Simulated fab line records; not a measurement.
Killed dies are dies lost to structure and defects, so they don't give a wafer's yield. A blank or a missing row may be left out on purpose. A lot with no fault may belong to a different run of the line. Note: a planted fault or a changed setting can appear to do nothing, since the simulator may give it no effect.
Matching of chambers	flow sky130	SKY_CONTACT_CLEAN_21 on wet_bench-01: 4 sister chambers
The step cleans in IPA, time 180 s. 16 wafers are shown with their chamber, then 8 later ones without.

== WAFERS WITH THEIR CHAMBER ==
wafer	chamber	temp_c (C)
L335.1	2	24.93
L335.2	2	24.77
L335.3	2	24.96
L341.1	0	25.03
L341.3	0	25.01
L341.6	0	24.97
L342.1	3	25.21
L342.5	3	24.95
L342.6	3	24.96
L345.3	0	24.88
L345.5	0	24.87
L345.6	0	24.88
L344.3	2	24.97
L344.4	2	24.99
L344.5	2	24.95
L350.1	1	25.05

SIGNATURES (averages over the wafers above)
reading	chamber 0	chamber 1	chamber 2	chamber 3	scatter within a chamber
temp_c	24.9400	25.0500	24.9283	25.0400	0.092
Rule: distance of a wafer from a chamber = root of the sum over the readings of ((wafer's reading minus chamber's mean) / reading's scatter) squared. The wafer belongs to the nearest chamber; if the next one is less than 2 further off, it can't be placed. The scatter is the square root of a quotient: the sum, over the shown wafers, of each reading's squared deviation from its chamber's mean, divided by wafers minus chambers.

== WAFERS WITHOUT THEIR CHAMBER ==
wafer	temp_c (C)
L350.5	25.11
L350.6	24.99
L354.1	24.92
L354.3	24.80
L354.4	24.98
L356.1	25.12
L356.3	25.04
L356.6	24.91

== THE CHAMBER EACH PASSED THROUGH ==
wafer	from the rows above	in truth
L350.5	can't be placed: 1 or 3 or 0 or 2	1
L350.6	can't be placed: 0 or 3 or 1 or 2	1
L354.1	can't be placed: 2 or 0 or 3 or 1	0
L354.3	can't be placed: 2 or 0 or 3 or 1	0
L354.4	can't be placed: 0 or 2 or 3 or 1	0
L356.1	can't be placed: 1 or 3 or 0 or 2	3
L356.3	can't be placed: 3 or 1 or 0 or 2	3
L356.6	can't be placed: 2 or 0 or 3 or 1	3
Correct placement for 0 of the 8. Unplaceable from these rows: 8, with the true chamber sitting among the candidates in 8. Placed wrongly: 0.
